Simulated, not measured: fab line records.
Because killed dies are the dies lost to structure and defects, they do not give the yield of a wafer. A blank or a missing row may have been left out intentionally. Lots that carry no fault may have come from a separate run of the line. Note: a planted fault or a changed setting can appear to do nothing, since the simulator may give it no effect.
Which tool did it? | flow sky130 | 14 lots, 42 wafers sampled, at 4 steps of a route of 708

== WHAT EACH GAUGE READ, for each wafer ==
SKY_PWDE_TW_MEAS_10.
lot  | measured    | on            | PWDE_TW
L916 | day 4 11:35 | film-metro-01 | 379 375 378
L919 | day 5 00:52 | film-metro-03 | 369 367 369
L926 | day 6 14:38 | film-metro-02 | 371 368 370
L928 | day 7 06:52 | film-metro-01 | 376 378 380
L929 | day 7 07:48 | film-metro-01 | 378 381 379
L930 | day 7 14:35 | film-metro-03 | 368 369 368
L931 | day 8 02:55 | film-metro-01 | 376 376 376
L932 | day 8 04:08 | film-metro-02 | 369 369 373
L933 | day 8 07:10 | film-metro-03 | 371 373 370
L934 | day 8 14:07 | film-metro-03 | 369 369 370
L935 | day 8 19:31 | film-metro-03 | 369 370 369
L936 | day 9 03:18 | film-metro-01 | 378 378 378

SKY_NWELL_TW_MEAS_15.
lot  | measured     | on            | NWELL_TW
L916 | day 5 04:38  | film-metro-01 | 1832 1842 1822
L919 | day 5 18:52  | film-metro-01 | 1822 1826 1831
L926 | day 7 09:25  | film-metro-02 | 1808 1801 1800
L928 | day 8 03:46  | film-metro-03 | 1799 1800 1798
L929 | day 8 05:03  | film-metro-02 | 1800 1809 1801
L930 | day 8 11:16  | film-metro-02 | 1810 1819 1818
L931 | day 9 00:26  | film-metro-03 | 1801 1798 1796
L932 | day 9 01:31  | film-metro-03 | 1805 1803 1802
L933 | day 9 04:56  | film-metro-03 | 1803 1814 1797
L934 | day 9 11:51  | film-metro-03 | 1802 1812 1806
L935 | day 9 16:48  | film-metro-01 | 1828 1831 1833
L936 | day 10 01:14 | film-metro-03 | 1783 1773 1772

== EACH LOT AND THE TOOL THAT RAN IT (in order: tool; ch and the chambers of the sampled wafers; start) ==
lot  | SKY_FIELD_ISO_PEB_11             | SKY_FIELD_ISO_ETCH_15
L916 | litho-track-01 ch 0, day 2 16:00 | rie-diel-03 ch 1,2, day 2 16:50
L917 | litho-track-03, day 2 19:00      | rie-diel-04 ch 0,1, day 2 20:23
L918 | litho-track-01, day 3 02:00      | rie-diel-03 ch 0,2,3, day 3 03:08
L919 | litho-track-04 ch 0, day 3 08:00 | rie-diel-04 ch 1,2, day 3 09:16
L926 | litho-track-04 ch 0, day 4 17:00 | rie-diel-01 ch 0,2,3, day 4 17:43
L928 | litho-track-03 ch 0, day 5 09:00 | rie-diel-03 ch 0,3, day 5 10:14
L929 | litho-track-04 ch 0, day 5 11:00 | rie-diel-04 ch 0,1,3, day 5 12:07
L930 | litho-track-01 ch 0, day 5 15:00 | rie-diel-04 ch 0,3, day 5 16:20
L931 | litho-track-01 ch 0, day 5 23:00 | rie-diel-04 ch 0,1,2, day 6 00:28
L932 | litho-track-04 ch 0, day 6 02:00 | rie-diel-01 ch 0,2,3, day 6 02:28
L933 | litho-track-03 ch 0, day 6 07:00 | rie-diel-04 ch 0,2, day 6 07:55
L934 | litho-track-01 ch 0, day 6 11:00 | rie-diel-04 ch 0,1, day 6 11:38
L935 | litho-track-01 ch 0, day 6 16:00 | rie-diel-03 ch 0,2,3, day 6 17:29
L936 | litho-track-03 ch 0, day 7 01:00 | rie-diel-01 ch 0,3, day 7 02:08
- SKY_FIELD_ISO_PEB_11
- SKY_FIELD_ISO_ETCH_15: etches the open film in CHF3/O2, stops on Si, target depth 180 nm, time 72 s.

== WHAT THE TOOLS THEMSELVES READ (means of the sampled wafers that have a number; where no wafer has one, the mark that the record gives instead) ==
SKY_FIELD_ISO_PEB_11.
lot  | tool           | exhaust-pa (Pa)
L916 | litho-track-01 | 44.5
L917 | litho-track-03 | -
L918 | litho-track-01 | -
L919 | litho-track-04 | 44.6
L926 | litho-track-04 | 45.2
L928 | litho-track-03 | 45.1
L929 | litho-track-04 | 44.7
L930 | litho-track-01 | 45.3
L931 | litho-track-01 | 44.9
L932 | litho-track-04 | 45.4
L933 | litho-track-03 | 45.2
L934 | litho-track-01 | 45.9
L935 | litho-track-01 | 44.1
L936 | litho-track-03 | 45.5

SKY_FIELD_ISO_ETCH_15.
lot  | tool        | drypump-motor-current-A (A) | oes-product-au (a.u.) | throttle-valve-pct (%)
L916 | rie-diel-03 | 6.3                         | 0.948                 | 8.836
L917 | rie-diel-04 | 6.3                         | 0.951                 | 8.850
L918 | rie-diel-03 | 5.7                         | 0.951                 | 8.847
L919 | rie-diel-04 | 5.7                         | 0.949                 | 8.835
L926 | rie-diel-01 | 5.4                         | 0.946                 | 8.848
L928 | rie-diel-03 | 5.3                         | 0.941                 | 8.846
L929 | rie-diel-04 | 5.9                         | 0.949                 | 8.860
L930 | rie-diel-04 | 6.3                         | 0.952                 | 8.849
L931 | rie-diel-04 | 6.0                         | 0.951                 | 8.841
L932 | rie-diel-01 | 5.5                         | 0.939                 | 8.841
L933 | rie-diel-04 | 6.0                         | 0.937                 | 8.837
L934 | rie-diel-04 | 6.3                         | 0.950                 | 8.857
L935 | rie-diel-03 | 5.7                         | 0.953                 | 8.853
L936 | rie-diel-01 | 5.7                         | 0.943                 | 8.842

== THE ANSWER, worked out from the rows above alone ==
Rule: usual is defined by the lots themselves. Put in order of their means at a reading, lots are off if they are a third of the lots or fewer, leave a main group of 4 or more, and stand apart from it by a gap of 3 or more times the standard deviation of the main group's means; of several such gaps the widest counts. The tables above print the reading to a certain number of digits; a main group whose means all agree to those digits is not used. Also off: a lot with no number at a reading for which 4 or more lots have one. All remaining lots with rows at the step are treated as sound. After the gauges, taken in route order, come the tools' own readings; for these a lot's mean is taken, as printed above. At the first step where some lot is off, the reading lying furthest off is the one used; lots without a number count as furthest.
Off at SKY_FIELD_ISO_PEB_11 (exhaust-pa): L917, L918. Without a number there: L917, L918. The main group has a mean of 45.0 Pa with a standard deviation of 0.47.
A tool fits if, at that step or a process step before it, it ran every lot that is off, and no sound lot after the first of them. Not one of the candidates tried fits.

== WHAT WAS PUT IN BY THE SIMULATOR ==
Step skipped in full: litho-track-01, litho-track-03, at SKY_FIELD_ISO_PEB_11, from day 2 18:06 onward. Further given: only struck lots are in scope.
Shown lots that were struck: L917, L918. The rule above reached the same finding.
